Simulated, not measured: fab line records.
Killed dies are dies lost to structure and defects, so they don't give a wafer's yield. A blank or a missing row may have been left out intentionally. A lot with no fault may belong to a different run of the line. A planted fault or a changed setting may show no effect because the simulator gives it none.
fab line records    flow sky130
record: lots: 13  wafers: 39  last_day: 50
route steps=708 shown VIA2@522 PAD_OPEN@708
lots that met no fault: from a run of the same line without faults
start_h: the number of hours between the record's first day and the start of the first shown wafer of the lot    wait_h: how many hours have passed since the lot's step before this one    " identical to the entry in the row above    L1.1+2: several wafers, shown together as one row    - no value present, or no start provided    * or withheld: withheld    < > ~ a bound
route shown NAME@n: a module of which the file shows steps, and the number in the route of the first    usual: average and standard deviation across the fault-free wafers    same: alike in all rows    chamber/n: place in a boat    sites: the reading at each site    _std_site: how widely they spread, as a standard deviation    _edge_site: inner sites' mean taken away from outer sites' mean    radius_mm: for every site, how far away it sits from the centre of the wafer    mask NAME#n: copy n    behind: the tool/chamber that last shaped the wafer    hold: reason for holding the lot/hours on hold/outcome of the hold    device: whichever transistor did not switch (one of n, p or np)    end of line: at the end of the route, the tests of the same wafers    a step without rows: its recipe alone    killed: the dies lost at the first sort to structure and to defects; this is not the yield of the wafer    map: shows each die of a wafer: x if killed, . if not, _ if none is there
set.NAME: setting as actually run; set.NAME@STEP: the setting as run at that earlier step    model.NAME: the simulator's own value behind a step, which no gauge read
one table for each step of the route and one row for each wafer, over a sample of lots
services: a tool's chamber out of use, with start hour (start_h, from the record's first day; less than 0 if before it), hours out, and reason
== steps ==
step: SKY_VIA2_ETCH_15
recipe: target: SiO2  chemistry: C4F8/O2/Ar  target_depth_nm: 546  stop_on: TiN  mask_material: KrF-thick  source_w: 1500  bias_w: 1200  pressure_mtorr: 40  c4f8_flow_sccm: withheld  O2_flow_sccm: 6  Ar_flow_sccm: 300  time_s: 84
usual: oes_product_au: 0.940/0.0046
same: time_s: 84
lot.wafer  tool         chamber  start_h  wait_h  oes_product_au  rf_hours_counter_h
L449.1     rie_diel-02  0        848.56   0.0     0.928           15
L449.2     "            3        "        "       0.947           4
L449.6     "            0        "        "       0.943           -
L450.3     rie_diel-03  2        854.26   0.0     0.933           10
L450.5     "            3        "        "       0.943           -
L450.6     "            2        "        "       0.947           -
L451.1     rie_diel-03  0        867.09   0.0     0.943           20
L451.4     "            2        "        "       0.945           10
L451.6     "            0        "        "       0.946           -
L453.1     rie_diel-02  3        879.21   0.0     0.948           5
L453.3     "            0        "        "       0.939           16
L453.4     "            1        "        "       0.943           18
L455.2     rie_diel-03  0        891.34   0.0     0.941           20
L455.3     "            3        "        "       0.941           10
L455.4     "            1        "        "       0.940           11
L454.1     rie_diel-02  2        893.12   0.0     0.937           7
L454.2     "            0        "        "       0.938           17
L454.4     "            3        "        "       0.940           5
L458.1     rie_diel-04  2        919.37   0.0     0.940           24
L458.4     "            0        "        "       0.947           10
L458.5     "            3        "        "       0.944           -
L461.1     rie_diel-02  1        937.17   0.0     0.938           20
L461.3     "            0        "        "       0.694           18
L461.6     "            2        "        "       0.940           -
L466.1     rie_diel-03  2        979.12   0.0     0.948           14
L466.4     "            0        "        "       0.939           2
L466.6     "            0        "        "       0.939           -
L469.1     rie_diel-03  3        991.22   0.0     0.942           14
L469.2     "            2        "        "       0.948           14
L469.4     "            1        "        "       0.936           13
L470.2     rie_diel-04  2        998.46   0.0     0.935           26
L470.3     "            1        "        "       0.937           16
L470.6     "            1        "        "       0.945           -
L471.2     rie_diel-03  0        1006.64  0.0     0.933           3
L471.3     "            3        "        "       0.944           14
L471.4     "            2        "        "       0.944           15
L472.2     rie_diel-04  1        1010.34  0.0     0.945           17
L472.3     "            3        "        "       0.938           4
L472.6     "            2        "        "       0.944           -
step: SKY_VIA2_STRIP_16
recipe: chemistry: O2/N2  power_w: 1400  pressure_mtorr: 1500  platen_temp_c: withheld  o2_flow_sccm: 3000  n2_flow_sccm: 300  overash_fraction: 0.5
usual: drypump_motor_current_A: 5.8/0.41  n2_flow_sccm: 300.0/0.93  o2_flow_sccm: 3000/8.1  oes_product_au: 0.399/0.0047  strip_time_to_endpoint_s: 4.053/0.021
lot.wafer  tool             chamber  start_h  wait_h  drypump_motor_current_A  n2_flow_sccm  o2_flow_sccm  oes_product_au  rf_hours_counter_h  strip_time_to_endpoint_s
L449.1     plasma_asher-02  1        848.62   0.0     5.4                      300.7         3003          0.393           68                  4.043
L449.2     "                0        "        "       6.6                      300.7         3002          0.404           68                  4.059
L449.6     "                0        "        "       6.6                      299.5         3002          0.398           -                   4.037
L450.3     plasma_asher-01  0        854.36   0.1     5.2                      299.7         2995          0.399           -                   4.056
L450.5     "                1        "        "       5.7                      301.2         3012          0.394           -                   4.024
L450.6     "                0        "        "       5.3                      298.8         2994          0.401           -                   4.073
L451.1     plasma_asher-01  1        867.15   0.0     5.7                      299.0         3005          0.403           108                 4.028
L451.4     "                1        "        "       5.7                      301.6         2999          0.411           -                   4.070
L451.6     "                0        "        "       5.3                      300.2         3013          0.399           -                   4.051
L453.1     plasma_asher-01  0        879.27   0.0     5.3                      299.4         3001          0.398           110                 4.047
L453.3     "                1        "        "       5.7                      300.2         3004          0.400           -                   4.037
L453.4     "                0        "        "       5.2                      299.9         3005          0.400           -                   4.022
L455.2     plasma_asher-03  0        891.40   0.0     5.8                      299.0         2994          0.398           46                  4.030
L455.3     "                0        "        "       5.8                      299.5         2999          0.405           -                   4.070
L455.4     "                1        "        "       6.0                      301.2         3005          0.398           -                   4.071
L454.1     plasma_asher-03  0        893.18   0.0     5.8                      300.3         2992          0.403           46                  4.026
L454.2     "                1        "        "       6.0                      300.4         3003          0.396           46                  4.017
L454.4     "                0        "        "       5.8                      301.2         2988          0.400           -                   4.032
L458.1     plasma_asher-01  0        919.43   0.0     5.3                      299.2         3009          0.409           114                 4.092
L458.4     "                0        "        "       5.3                      299.2         2995          0.406           -                   4.067
L458.5     "                0        "        "       5.3                      298.9         3003          0.397           -                   4.050
L461.1     plasma_asher-02  0        937.23   0.0     6.6                      300.7         2996          0.404           77                  4.082
L461.3     "                0        "        "       6.6                      300.8         3011          0.425           -                   4.613
L461.6     "                0        "        "       6.6                      299.8         3007          0.388           -                   4.056
L466.1     plasma_asher-02  0        979.18   0.0     6.6                      300.8         2998          0.396           81                  4.056
L466.4     "                0        "        "       6.6                      299.5         3014          0.402           -                   4.032
L466.6     "                0        "        "       6.6                      300.9         3000          0.389           -                   4.022
L469.1     plasma_asher-02  0        991.28   0.0     6.6                      300.5         3001          0.392           82                  4.042
L469.2     "                1        "        "       5.5                      300.0         3001          0.395           82                  4.061
L469.4     "                0        "        "       6.6                      298.7         2994          0.394           -                   4.026
L470.2     plasma_asher-02  1        998.52   0.0     5.5                      299.0         2993          0.402           83                  4.061
L470.3     "                0        "        "       6.6                      300.5         3002          0.400           -                   4.026
L470.6     "                0        "        "       6.6                      300.0         2996          0.398           -                   4.050
L471.2     plasma_asher-02  0        1006.70  0.0     6.6                      298.5         2995          0.397           84                  4.042
L471.3     "                1        "        "       5.4                      299.7         3020          0.396           -                   4.024
L471.4     "                0        "        "       6.6                      300.9         3004          0.401           -                   4.039
L472.2     plasma_asher-01  0        1010.40  0.0     5.3                      299.6         3004          0.396           124                 4.041
L472.3     "                1        "        "       5.7                      299.3         2994          0.399           -                   4.046
L472.6     "                0        "        "       5.3                      300.1         3011          0.399           -                   4.084
step: SKY_PAD_OPEN_PROBE_99
usual: defect_limited_yield: 81.9/1.9  killed_at_M0_to_M3: 45/7.3  killed_at_M4_up: 3.2/1.8  killed_at_contacts: 25/5.5  killed_at_front_end: 15/4.2  killed_at_other: 0.3/0.69  killed_dies: 89/9.4  killed_on_rim: 17/3.8  killed_open: 49/6.6  killed_short: 40/6.4  sort_bin_3_pad_short: 0.9/0.43  sort_bin_5_function: 10.7/1.5  sort_bin_6_memory: 6.5/1.2  sort_n_pass: 403/9.4  sort_yield_pct: 81.9/1.9
same: gross_dies: 492  killed_at_back_side: 0  sort_bin_4_leakage[%]: 0  sort_bin_8_speed[%]: 0
lot.wafer  tool       chamber  start_h  wait_h  defect_limited_yield[%]  killed_at_M0_to_M3  killed_at_M4_up  killed_at_contacts  killed_at_front_end  killed_at_other  killed_dies  killed_on_rim  killed_open  killed_short  sort_bin_3_pad_short[%]  sort_bin_5_function[%]  sort_bin_6_memory[%]  sort_n_pass  sort_yield_pct[%]
L453.1     prober-02  -        1100.66  0.1     82.7                     52                  1                20                  12                   0                85           21             46           38            0.6                      11.4                    5.3                   407          82.7
L453.3     prober-02  -        1100.76  0.2     82.9                     36                  5                29                  14                   0                84           13             42           42            0.4                      10.0                    6.7                   408          82.9
L453.4     prober-02  -        1100.81  0.2     83.7                     31                  3                30                  16                   0                80           16             39           41            0.6                      9.1                     6.5                   412          83.7
L461.1     prober-02  -        1145.51  0.1     81.9                     48                  5                18                  17                   1                89           16             35           52            0.8                      12.6                    4.7                   403          81.9
L461.3     prober-02  -        1145.61  0.2     0                        449                 2                30                  11                   0                492          96             50           41            1.0                      93.7                    5.3                   0            0
L461.6     prober-02  -        1145.76  0.2     79.7                     59                  1                26                  13                   1                100          19             62           38            0.6                      12.2                    7.5                   392          79.7
killed by level:class
L453.1 VIA2:geometric_particle:open=12 VIA1:geometric_particle:open=11 METAL2:geometric_particle:short=7 VIA1:geometric_particle:short=6 LI_CONTACT:geometric_particle:open=5 CONTACT:geometric_particle:short=5 CONTACT:geometric_particle:open=5 POLY_GATE:geometric_particle:short=4
L453.3 CONTACT:geometric_particle:open=11 LOCAL_INTERCONNECT:geometric_particle:short=7 VIA2:geometric_particle:open=7 VIA1:geometric_particle:open=6 CONTACT:geometric_particle:short=5 VIA2:geometric_particle:short=5 METAL2:geometric_particle:short=4 LI_CONTACT:geometric_particle:open=4
L453.4 CONTACT:geometric_particle:open=8 VIA1:geometric_particle:open=7 LI_CONTACT:geometric_particle:open=6 CONTACT:geometric_particle:short=6 LOCAL_INTERCONNECT:geometric_particle:short=5 VIA3:geometric_particle:open=5 FIELD_ISO:geometric_particle:short=4 POLY_GATE:geometric_particle:short=4
L461.1 METAL1:geometric_particle:short=10 VIA3:geometric_particle:short=8 VIA3:geometric_particle:open=7 CONTACT:geometric_particle:open=7 LOCAL_INTERCONNECT:geometric_particle:short=6 VIA1:geometric_particle:short=5 SPACER:geometric_particle:short=4 METAL2:geometric_particle:short=4
L461.3 VIA2:area_etch=401 CONTACT:geometric_particle:open=13 VIA1:geometric_particle:open=11 CONTACT:geometric_particle:short=8 VIA2:geometric_particle:open=8 VIA3:geometric_particle:short=6 METAL2:geometric_particle:short=5 LI_CONTACT:geometric_particle:open=4
L461.6 VIA1:geometric_particle:open=17 LOCAL_INTERCONNECT:geometric_particle:short=7 LI_CONTACT:geometric_particle:open=7 VIA3:geometric_particle:open=7 CONTACT:geometric_particle:open=6 METAL1:geometric_particle:open=5 FIELD_ISO:geometric_particle:open=5 METAL2:geometric_particle:open=5
== services ==
tool             chamber  start_h  hours  kind
rie_diel-02      0        826.38   7.5    repair
rie_diel-03      3        832.31   3.9    repair
rie_diel-02      1        846.28   6.7    repair
rie_diel-04      3        859.52   2.9    repair
rie_diel-04      2        860.83   8.7    repair
rie_diel-04      0        882.33   20.5   repair
rie_diel-03      0        887.64   1.2    repair
plasma_asher-03  -        896.65   0.3    repair
rie_diel-03      0        904.87   -      clean
rie_diel-03      0        904.87   18.0   scheduled_down
rie_diel-03      0        904.87   18.0   vent_cycle
rie_diel-03      1        908.29   35.7   repair
rie_diel-02      -        916.76   1.3    repair
plasma_asher-03  -        919.08   3.2    repair
rie_diel-04      -        919.87   15.6   pm
rie_diel-04      3        936.56   18.8   repair
rie_diel-04      0        940.90   3.8    repair
rie_diel-02      1        952.13   5.0    repair
rie_diel-04      2        958.07   9.2    repair
rie_diel-04      2        978.66   3.6    repair
rie_diel-03      -        987.52   1.2    repair
rie_diel-04      3        995.21   3.6    repair
rie_diel-03      3        998.03   4.1    repair
plasma_asher-03  -        1009.32  9.9    repair
== key ==
first_sign: step: SKY_VIA2_ETCH_15  reading: oes_product_au  direction: down  sigmas: 54  usual: 0.940  struck: 0.694
effect: step: SKY_VIA2_STRIP_16  reading: strip_time_to_endpoint_s  direction: up  sigmas: 27  usual: *  struck: *
effect: step: SKY_PAD_OPEN_PROBE_99  reading: sort_bin_5_function  direction: up  sigmas: 56  usual: 10.7  struck: 93.7
more_kills_born_at: SKY_VIA2_ETCH_15@rie_diel-02: 401
met_at SKY_VIA2_ETCH_15
struck_lots L461
struck_wafers L461.3
later_rows_left_out L461.3
onset_between 893.12 937.17
fault: kind: process_parameter_drift  tool: rie_diel-02  chamber: 0  onset_h: 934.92  steps: SKY_VIA2_ETCH_15  channel: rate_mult  offset: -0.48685  shape: step  end_h: 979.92
later_rows_left_out: the simulator's readings of these wafers behind a module that went badly wrong aren't trusted and aren't shown, but for the sort
